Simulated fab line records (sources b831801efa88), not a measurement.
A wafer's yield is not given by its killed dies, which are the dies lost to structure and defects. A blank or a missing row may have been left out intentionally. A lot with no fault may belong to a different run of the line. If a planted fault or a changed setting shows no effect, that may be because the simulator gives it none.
Which of the tools did it?	flow gf180mcu	Sampling: 14 lots, 42 wafers, 5 of 602 route steps

WHAT THE GAUGES SHOWED, per wafer
The record holds no reading of a measuring or inspecting step that can be judged against a usual standard deviation.

WHAT TOOL EACH LOT RAN ON (gives the tool, then ch and the chambers of the sampled wafers, and finally the start)
lot	GF_M2_SPUTTER_00	GF_V3_SPUTTER_21	GF_TOP_METAL_SPUTTER_00	GF_TOP_METAL_METAL_ETCH_16	GF_TOP_METAL_STRIP_17
L895	pvd_sputter-04, day 18 09:53	pvd_sputter-01, day 22 14:44	pvd_sputter-03, day 27 10:37	rie_metal-01 ch 1, day 28 07:00	plasma_asher-02 ch 0,1, day 28 07:17
L896	pvd_sputter-02, day 18 18:44	pvd_sputter-02, day 22 23:54	pvd_sputter-03, day 27 18:47	rie_metal-03 ch 1, day 28 15:03	plasma_asher-02 ch 0,1, day 28 15:20
L897	pvd_sputter-03, day 19 04:26	pvd_sputter-01, day 23 08:08	pvd_sputter-04, day 28 03:07	rie_metal-04 ch 0,1, day 28 23:05	plasma_asher-01 ch 0,1, day 28 23:20
L899	pvd_sputter-04, day 19 15:49	pvd_sputter-01, day 23 19:56	pvd_sputter-03, day 28 12:25	rie_metal-04 ch 0,1, day 29 08:37	plasma_asher-04 ch 0,1, day 29 08:46
L900	pvd_sputter-02, day 20 00:26	pvd_sputter-01, day 24 02:49	pvd_sputter-02, day 28 18:41	rie_metal-04 ch 0,1, day 29 14:30	plasma_asher-01 ch 0,1, day 29 14:39
L903	pvd_sputter-04, day 21 08:55	pvd_sputter-01, day 25 08:49	pvd_sputter-02, day 29 21:58	rie_metal-01 ch 0,1, day 30 16:45	plasma_asher-02 ch 0,1, day 30 16:54
L906	pvd_sputter-03, day 22 05:29	pvd_sputter-04, day 26 04:12	pvd_sputter-02, day 30 15:26	rie_metal-03 ch 0,1, day 31 09:32	plasma_asher-01 ch 0,1, day 31 09:43
L912	pvd_sputter-04, day 24 07:51	pvd_sputter-02, day 28 01:52	pvd_sputter-03, day 32 05:04	rie_metal-04 ch 0,1, day 32 21:26	plasma_asher-04 ch 0,1, day 32 21:37
L913	pvd_sputter-02, day 24 11:27	pvd_sputter-04, day 28 05:20	pvd_sputter-03, day 32 08:29	rie_metal-03 ch 0, day 33 01:20	plasma_asher-04 ch 0,1, day 33 01:31
L914	pvd_sputter-02, day 25 02:22	pvd_sputter-04, day 28 19:20	pvd_sputter-04, day 32 19:14	rie_metal-03 ch 1, day 33 10:53	plasma_asher-01 ch 0,1, day 33 11:04
L915	pvd_sputter-02, day 25 05:21	pvd_sputter-02, day 28 21:13	pvd_sputter-04, day 32 22:31	rie_metal-03 ch 0,1, day 33 14:05	plasma_asher-04 ch 1, day 33 14:16
L916	pvd_sputter-02, day 25 14:39	pvd_sputter-02, day 29 05:37	pvd_sputter-02, day 33 04:16	rie_metal-01 ch 0,1, day 33 20:09	plasma_asher-01 ch 0,1, day 33 20:19
L917	pvd_sputter-04, day 25 19:02	pvd_sputter-02, day 29 07:56	pvd_sputter-04, day 33 06:06	rie_metal-03 ch 0,1, day 33 22:18	plasma_asher-01 ch 0,1, day 33 22:28
L918	pvd_sputter-03, day 26 03:50	pvd_sputter-02, day 29 16:28	pvd_sputter-04, day 33 13:00	rie_metal-04 ch 0,1, day 34 04:53	plasma_asher-01 ch 0,1, day 34 05:04
- GF_M2_SPUTTER_00: material Ti, target thk 37.5 nm, time 150 s.
- GF_V3_SPUTTER_21: material Ti, target thk 15 nm, time 80.02 s.
- GF_TOP_METAL_SPUTTER_00: material Ti, target thk 37.5 nm, time 150 s.
- GF_TOP_METAL_METAL_ETCH_16: etches the open film in Cl2/BCl3, stops on SiO2, target depth 1077.5 nm, time 179.6 s.
- GF_TOP_METAL_STRIP_17: strips in O2/N2.

WHAT THE TOOLS THEMSELVES READ (means of the sampled wafers that have a number; where no wafer has one, the mark that the record gives instead)
GF_M2_SPUTTER_00. Usual: cathode_dc_power_W 4000.0 W, standard deviation 0.74; chamber_pressure_pa 2.000 Pa, standard deviation 0.0037; throttle_valve_pct 30.2 %, standard deviation 1.
lot	tool	cathode_dc_power_W (W)	chamber_pressure_pa (Pa)	throttle_valve_pct (%)	flag
L895	pvd_sputter-04	3999.8	1.996	28.7	
L896	pvd_sputter-02	4000.1	1.998	30.4	
L897	pvd_sputter-03	3999.1	2.001	29.9	
L899	pvd_sputter-04	4000.1	1.995	29.8	
L900	pvd_sputter-02	3999.5	2.002	30.6	
L903	pvd_sputter-04	4000.0	1.999	28.6	
L906	pvd_sputter-03	4000.7	2.004	29.8	
L912	pvd_sputter-04	3999.7	2.003	29.7	
L913	pvd_sputter-02	4000.0	2.002	30.8	
L914	pvd_sputter-02	4000.0	2.003	30.5	
L915	pvd_sputter-02	4000.8	1.997	30.7	
L916	pvd_sputter-02	3999.9	2.000	30.7	
L917	pvd_sputter-04	3999.3	1.998	30.6	
L918	pvd_sputter-03	3999.5	1.999	29.2	

GF_V3_SPUTTER_21. Usual: cathode_dc_power_W 2500.0 W, standard deviation 0.42; chamber_pressure_pa 5.001 Pa, standard deviation 0.0096; throttle_valve_pct 30.2 %, standard deviation 0.87.
lot	tool	cathode_dc_power_W (W)	chamber_pressure_pa (Pa)	throttle_valve_pct (%)	flag
L895	pvd_sputter-01	2499.8	4.998	30.4	
L896	pvd_sputter-02	2500.6	4.999	30.6	
L897	pvd_sputter-01	2500.1	5.002	30.2	
L899	pvd_sputter-01	2500.1	5.001	30.3	
L900	pvd_sputter-01	2500.3	5.002	30.3	
L903	pvd_sputter-01	2500.3	4.990	30.5	
L906	pvd_sputter-04	2500.1	4.991	29.6	
L912	pvd_sputter-02	2499.6	5.002	30.4	
L913	pvd_sputter-04	2500.3	4.990	30.7	
L914	pvd_sputter-04	2500.2	5.003	29.8	
L915	pvd_sputter-02	2499.9	4.996	30.5	
L916	pvd_sputter-02	2499.9	5.001	29.9	
L917	pvd_sputter-02	2500.2	5.002	30.0	
L918	pvd_sputter-02	2499.9	4.996	30.3	

GF_TOP_METAL_SPUTTER_00. Usual: cathode_dc_power_W 4000.0 W, standard deviation 0.74; chamber_pressure_pa 1.999 Pa, standard deviation 0.0039; throttle_valve_pct 30.1 %, standard deviation 1.1.
lot	tool	cathode_dc_power_W (W)	chamber_pressure_pa (Pa)	throttle_valve_pct (%)	flag
L895	pvd_sputter-03	4000.1	2.001	30.2	
L896	pvd_sputter-03	3999.3	2.001	30.0	
L897	pvd_sputter-04	3999.7	1.999	31.0	
L899	pvd_sputter-03	4000.8	1.996	30.3	
L900	pvd_sputter-02	4000.2	2.002	30.8	
L903	pvd_sputter-02	4000.2	1.996	31.0	
L906	pvd_sputter-02	4000.4	2.003	30.0	
L912	pvd_sputter-03	-	-	-	OFF
L913	pvd_sputter-03	-	-	-	OFF
L914	pvd_sputter-04	3999.7	2.000	29.8	
L915	pvd_sputter-04	3999.8	1.997	29.4	
L916	pvd_sputter-02	3999.9	1.997	30.9	
L917	pvd_sputter-04	4000.4	1.999	29.9	
L918	pvd_sputter-04	4000.0	2.003	29.9	

GF_TOP_METAL_METAL_ETCH_16. Usual: drypump_motor_current_A 5.9 A, standard deviation 0.58; oes_product_au 0.966 a.u., standard deviation 0.006; throttle_valve_pct 28.256 %, standard deviation 0.011.
lot	tool	drypump_motor_current_A (A)	oes_product_au (a.u.)	throttle_valve_pct (%)	flag
L895	rie_metal-01	5.9	0.959	28.270	
L896	rie_metal-03	5.1	0.965	28.261	
L897	rie_metal-04	6.1	0.968	28.260	
L899	rie_metal-04	6.1	0.963	28.253	
L900	rie_metal-04	6.1	0.971	28.253	
L903	rie_metal-01	5.9	0.967	28.265	
L906	rie_metal-03	6.2	0.969	28.253	
L912	rie_metal-04	5.8	0.940	28.276	OFF
L913	rie_metal-03	6.7	0.945	28.292	OFF
L914	rie_metal-03	5.2	0.971	28.252	
L915	rie_metal-03	5.6	0.965	28.268	
L916	rie_metal-01	5.9	0.969	28.253	
L917	rie_metal-03	5.6	0.967	28.266	
L918	rie_metal-04	6.1	0.969	28.248	

GF_TOP_METAL_STRIP_17. Usual: drypump_motor_current_A 5.4 A, standard deviation 0.53; heater_power_w 354 W, standard deviation 36; oes_product_au 0.711 a.u., standard deviation 0.0046; strip_time_to_endpoint_s 13.41 s, standard deviation 0.077.
lot	tool	drypump_motor_current_A (A)	heater_power_w (W)	oes_product_au (a.u.)	strip_time_to_endpoint_s (s)	flag
L895	plasma_asher-02	6.3	352	0.714	13.36	
L896	plasma_asher-02	6.0	343	0.708	13.50	
L897	plasma_asher-01	5.3	373	0.714	13.24	
L899	plasma_asher-04	5.0	353	0.712	13.38	
L900	plasma_asher-01	5.2	338	0.707	13.31	
L903	plasma_asher-02	6.3	353	0.709	13.41	
L906	plasma_asher-01	5.3	375	0.709	13.50	
L912	plasma_asher-04	5.0	367	0.708	13.28	
L913	plasma_asher-04	5.0	364	0.709	13.38	
L914	plasma_asher-01	5.2	337	0.709	13.41	
L915	plasma_asher-04	5.1	374	0.712	13.40	
L916	plasma_asher-01	5.2	337	0.712	13.51	
L917	plasma_asher-01	5.2	333	0.712	13.46	
L918	plasma_asher-01	5.3	370	0.712	13.40	

THE ANSWER, worked out from the rows above alone
Rule: a lot is off if the mean of its wafers that have a number lies more than 3 standard deviations from the usual mean. Also off: a lot with no number at a reading for which 4 or more lots have one. All remaining lots with rows at the step are treated as sound. Order of review: gauges by route order, followed by the tools' own readings, for which a lot's mean as printed above is used. The first step at which some lot is off is used, and at that step the reading that is off furthest; a lot without a number counts as furthest.
Off at GF_TOP_METAL_SPUTTER_00 (cathode_dc_power_W): L912, L913. Without a number there: L912, L913.
If a tool, at that step or one of the process steps before it, ran each lot that is off and ran no sound lot following the first of them, it fits. One candidate fits, namely pvd_sputter-03 at GF_TOP_METAL_SPUTTER_00. A fault onset in the window from L899 (day 28 12:25, its last sound lot) to L912 (day 32 05:04, its first lot off) fits.
Blank at GF_TOP_METAL_SPUTTER_00 on the lots that are off, where sound lots have numbers: cathode_dc_power_W, chamber_pressure_pa, throttle_valve_pct.

WHAT THE SIMULATOR HAD PUT IN
At GF_TOP_METAL_SPUTTER_00, the step was skipped entirely on pvd_sputter-03 from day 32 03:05 on. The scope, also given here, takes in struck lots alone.
Struck lots among those shown: L912, L913. The same result came from the rule above.
